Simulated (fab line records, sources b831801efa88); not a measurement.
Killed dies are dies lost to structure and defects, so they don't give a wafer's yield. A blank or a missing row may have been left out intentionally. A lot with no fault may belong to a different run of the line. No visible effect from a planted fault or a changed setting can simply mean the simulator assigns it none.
Which tool was responsible? || flow gf180mcu || 18 wafers from 6 lots sampled at 3 of the route's 602 steps

== WHAT THE GAUGES READ, wafer by wafer ==
GF_DUAL_GATE_OVL_MEAS_11.
{"lot": "L207", "measured": "day 8 15:36", "on": "overlay-01", "DUAL_GATE_OVL (nm)": "-1.3 -0.9 -0.3"}
{"lot": "L211", "measured": "day 10 04:44", "on": "overlay-02", "DUAL_GATE_OVL (nm)": "-1.5 -0.4 -1.5"}
{"lot": "L216", "measured": "day 11 15:03", "on": "overlay-01", "DUAL_GATE_OVL (nm)": "0.7 0.2 -0.8"}
{"lot": "L220", "measured": "day 13 02:54", "on": "overlay-02", "DUAL_GATE_OVL (nm)": "-0.8 0.2 0.5"}
{"lot": "L223", "measured": "day 13 19:53", "on": "overlay-02", "DUAL_GATE_OVL (nm)": "-1.4 -1.6 -0.1"}
{"lot": "L227", "measured": "day 14 20:01", "on": "overlay-01", "DUAL_GATE_OVL (nm)": "0.5 0.6 0.8"}

== WHICH TOOL RAN EACH LOT (tool, then ch and the chambers of the sampled wafers, then the start) ==
{"lot": "L207", "GF_MVSD_SOFTBAKE_03": "litho-track-02 ch 0, day 4 14:02", "GF_MVSD_STRIP_10": "plasma-asher-03 ch 0,1, day 4 20:47"}
{"lot": "L211", "GF_MVSD_SOFTBAKE_03": "litho-track-02 ch 0, day 5 13:47", "GF_MVSD_STRIP_10": "plasma-asher-03 ch 0,1, day 5 23:53"}
{"lot": "L216", "GF_MVSD_SOFTBAKE_03": "litho-track-04 ch 0, day 6 21:59", "GF_MVSD_STRIP_10": "plasma-asher-04 ch 0,1, day 7 06:15"}
{"lot": "L220", "GF_MVSD_SOFTBAKE_03": "litho-track-03 ch 0, day 8 02:28", "GF_MVSD_STRIP_10": "plasma-asher-03 ch 0,1, day 8 10:54"}
{"lot": "L223", "GF_MVSD_SOFTBAKE_03": "litho-track-03 ch 0, day 8 15:59", "GF_MVSD_STRIP_10": "plasma-asher-03 ch 0,1, day 9 00:53"}
{"lot": "L227", "GF_MVSD_SOFTBAKE_03": "litho-track-02 ch 0, day 9 11:14", "GF_MVSD_STRIP_10": "plasma-asher-04 ch 0,1, day 9 20:11"}
- GF_MVSD_SOFTBAKE_03
- GF_MVSD_STRIP_10: strips in O2/N2.

== THE ANSWER, worked out from the rows above alone ==
Rule: what is usual is taken from the lots themselves. The widest of any qualifying gaps counts: lots, ordered by their means at a reading, are off when they make up no more than a third of the lots, leave a main group of 4 or more, and stand apart from it by 3 or more times the standard deviation of that group's means. Not used: any main group whose means are identical at the precision the tables above print for the reading. A lot without any number at a reading at which 4 lots or more have one is off too. Any other lot the step has rows for is counted as sound.
None of the lots is off at any reading shown; this tells nothing.

== WHAT WAS PUT IN BY THE SIMULATOR ==
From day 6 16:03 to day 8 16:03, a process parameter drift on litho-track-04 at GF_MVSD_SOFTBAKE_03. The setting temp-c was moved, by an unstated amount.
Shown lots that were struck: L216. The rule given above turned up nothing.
